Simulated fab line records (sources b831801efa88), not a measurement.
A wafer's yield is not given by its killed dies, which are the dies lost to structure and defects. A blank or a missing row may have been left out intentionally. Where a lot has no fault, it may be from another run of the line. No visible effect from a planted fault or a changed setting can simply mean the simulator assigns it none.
Which tool did it? || flow gf180mcu || Sampling: 15 lots, 45 wafers, 3 of 602 route steps

## WHAT EACH GAUGE READ, for each wafer
GF_V2_RS_MEAS_24: the measuring method here is four-point-probe.
{"lot": "L774", "measured": "day 20 09:38", "on": "filmMetro-02", "V2_W_RS (ohm/sq)": "0.325 0.329 0.317"}
{"lot": "L775", "measured": "day 20 19:26", "on": "filmMetro-01", "V2_W_RS (ohm/sq)": "0.324 0.323 0.327"}
{"lot": "L776", "measured": "day 21 01:15", "on": "filmMetro-02", "V2_W_RS (ohm/sq)": "0.330 0.331 0.323"}
{"lot": "L786", "measured": "day 24 17:49", "on": "filmMetro-02", "V2_W_RS (ohm/sq)": "0.327 0.329 0.324"}
{"lot": "L787", "measured": "day 25 01:01", "on": "filmMetro-04", "V2_W_RS (ohm/sq)": "0.331 0.331 0.326"}
{"lot": "L788", "measured": "day 25 05:38", "on": "filmMetro-04", "V2_W_RS (ohm/sq)": "0.325 0.328 0.327"}
{"lot": "L790", "measured": "day 25 23:12", "on": "filmMetro-04", "V2_W_RS (ohm/sq)": "0.332 0.325 0.329"}
{"lot": "L792", "measured": "day 26 11:43", "on": "filmMetro-04", "V2_W_RS (ohm/sq)": "0.333 0.333 0.333"}
{"lot": "L793", "measured": "day 26 19:53", "on": "filmMetro-02", "V2_W_RS (ohm/sq)": "0.322 0.320 0.323"}
{"lot": "L794", "measured": "day 27 04:41", "on": "filmMetro-02", "V2_W_RS (ohm/sq)": "0.329 0.326 0.324"}
{"lot": "L795", "measured": "day 27 16:23", "on": "filmMetro-02", "V2_W_RS (ohm/sq)": "0.323 0.326 0.320"}
{"lot": "L796", "measured": "day 27 17:56", "on": "filmMetro-01", "V2_W_RS (ohm/sq)": "0.322 0.331 0.320"}

## WHAT TOOL EACH LOT RAN ON (gives the tool, then ch and the chambers of the sampled wafers, and finally the start)
{"lot": "L774", "GF_SAB_DEVELOP_08": "lithoTrack-02 ch 0, day 15 04:34", "GF_M1_SPUTTER_00": "pvdSputter-04, day 16 05:06"}
{"lot": "L775", "GF_SAB_DEVELOP_08": "lithoTrack-04 ch 0, day 15 13:14", "GF_M1_SPUTTER_00": "pvdSputter-01, day 16 13:57"}
{"lot": "L776", "GF_SAB_DEVELOP_08": "lithoTrack-02 ch 0, day 15 18:01", "GF_M1_SPUTTER_00": "pvdSputter-01, day 16 19:33"}
{"lot": "L777", "GF_SAB_DEVELOP_08": "lithoTrack-02, day 16 09:20", "GF_M1_SPUTTER_00": "-"}
{"lot": "L778", "GF_SAB_DEVELOP_08": "lithoTrack-02, day 16 14:19", "GF_M1_SPUTTER_00": "-"}
{"lot": "L779", "GF_SAB_DEVELOP_08": "lithoTrack-04, day 17 01:40", "GF_M1_SPUTTER_00": "-"}
{"lot": "L786", "GF_SAB_DEVELOP_08": "lithoTrack-02 ch 0, day 19 13:17", "GF_M1_SPUTTER_00": "pvdSputter-04, day 20 16:58"}
{"lot": "L787", "GF_SAB_DEVELOP_08": "lithoTrack-04 ch 0, day 19 20:46", "GF_M1_SPUTTER_00": "pvdSputter-03, day 21 00:20"}
{"lot": "L788", "GF_SAB_DEVELOP_08": "lithoTrack-04 ch 0, day 20 03:44", "GF_M1_SPUTTER_00": "pvdSputter-01, day 21 06:57"}
{"lot": "L790", "GF_SAB_DEVELOP_08": "lithoTrack-04 ch 0, day 20 22:55", "GF_M1_SPUTTER_00": "pvdSputter-01, day 22 02:04"}
{"lot": "L792", "GF_SAB_DEVELOP_08": "lithoTrack-03 ch 0, day 21 15:13", "GF_M1_SPUTTER_00": "pvdSputter-03, day 22 16:30"}
{"lot": "L793", "GF_SAB_DEVELOP_08": "lithoTrack-02 ch 0, day 21 21:47", "GF_M1_SPUTTER_00": "pvdSputter-01, day 22 23:19"}
{"lot": "L794", "GF_SAB_DEVELOP_08": "lithoTrack-02 ch 0, day 22 07:56", "GF_M1_SPUTTER_00": "pvdSputter-01, day 23 09:04"}
{"lot": "L795", "GF_SAB_DEVELOP_08": "lithoTrack-03 ch 0, day 22 19:57", "GF_M1_SPUTTER_00": "pvdSputter-04, day 23 21:53"}
{"lot": "L796", "GF_SAB_DEVELOP_08": "lithoTrack-03 ch 0, day 22 23:03", "GF_M1_SPUTTER_00": "pvdSputter-01, day 24 00:19"}
- GF_SAB_DEVELOP_08: develop time 60 s.
- GF_M1_SPUTTER_00: material Ti, target thk 37.5 nm, time 150 s.

## WHAT THE TOOLS THEMSELVES READ (means of the sampled wafers that have a number; where no wafer has one, the mark that the record gives instead)
GF_SAB_DEVELOP_08.
{"lot": "L774", "tool": "lithoTrack-02", "chillPlateTempC (C)": 22.99}
{"lot": "L775", "tool": "lithoTrack-04", "chillPlateTempC (C)": 22.94}
{"lot": "L776", "tool": "lithoTrack-02", "chillPlateTempC (C)": 22.93}
{"lot": "L777", "tool": "lithoTrack-02", "chillPlateTempC (C)": "-"}
{"lot": "L778", "tool": "lithoTrack-02", "chillPlateTempC (C)": "-"}
{"lot": "L779", "tool": "lithoTrack-04", "chillPlateTempC (C)": "-"}
{"lot": "L786", "tool": "lithoTrack-02", "chillPlateTempC (C)": 23.01}
{"lot": "L787", "tool": "lithoTrack-04", "chillPlateTempC (C)": 22.96}
{"lot": "L788", "tool": "lithoTrack-04", "chillPlateTempC (C)": 23.00}
{"lot": "L790", "tool": "lithoTrack-04", "chillPlateTempC (C)": 23.04}
{"lot": "L792", "tool": "lithoTrack-03", "chillPlateTempC (C)": 22.96}
{"lot": "L793", "tool": "lithoTrack-02", "chillPlateTempC (C)": 22.80}
{"lot": "L794", "tool": "lithoTrack-02", "chillPlateTempC (C)": 22.99}
{"lot": "L795", "tool": "lithoTrack-03", "chillPlateTempC (C)": 22.94}
{"lot": "L796", "tool": "lithoTrack-03", "chillPlateTempC (C)": 23.09}

GF_M1_SPUTTER_00.
{"lot": "L774", "tool": "pvdSputter-04", "throttleValvePct (%)": 29.6}
{"lot": "L775", "tool": "pvdSputter-01", "throttleValvePct (%)": 30.2}
{"lot": "L776", "tool": "pvdSputter-01", "throttleValvePct (%)": 30.0}
{"lot": "L786", "tool": "pvdSputter-04", "throttleValvePct (%)": 29.5}
{"lot": "L787", "tool": "pvdSputter-03", "throttleValvePct (%)": 30.2}
{"lot": "L788", "tool": "pvdSputter-01", "throttleValvePct (%)": 30.4}
{"lot": "L790", "tool": "pvdSputter-01", "throttleValvePct (%)": 29.8}
{"lot": "L792", "tool": "pvdSputter-03", "throttleValvePct (%)": 29.9}
{"lot": "L793", "tool": "pvdSputter-01", "throttleValvePct (%)": 29.5}
{"lot": "L794", "tool": "pvdSputter-01", "throttleValvePct (%)": 29.7}
{"lot": "L795", "tool": "pvdSputter-04", "throttleValvePct (%)": 30.1}
{"lot": "L796", "tool": "pvdSputter-01", "throttleValvePct (%)": 30.1}

## THE ANSWER, worked out from the rows above alone
Rule: the usual values come from the lots themselves. The widest of any qualifying gaps counts: lots, ordered by their means at a reading, are off when they make up no more than a third of the lots, leave a main group of 4 or more, and stand apart from it by 3 or more times the standard deviation of that group's means. A main group is skipped when, at the precision printed for the reading in the tables above, its means are all equal. Also off: a lot with no number at a reading for which 4 or more lots have one. Where the step has rows for the other lots, those lots are counted as sound. First the gauges in route order, then the tools' own readings, where a lot's mean is used as printed above. The first step at which some lot is off is used, and at that step the reading that is off furthest; a lot without a number counts as furthest.
Off: L777, L778, L779 (GF_SAB_DEVELOP_08, chillPlateTempC). Without a number there: L777, L778, L779. For the main group the mean is 22.97 C and the standard deviation 0.068.
If a tool, at that step or one of the process steps before it, ran each lot that is off and ran no sound lot following the first of them, it fits. No candidate that was tried fits.

## WHAT THE SIMULATOR PUT IN
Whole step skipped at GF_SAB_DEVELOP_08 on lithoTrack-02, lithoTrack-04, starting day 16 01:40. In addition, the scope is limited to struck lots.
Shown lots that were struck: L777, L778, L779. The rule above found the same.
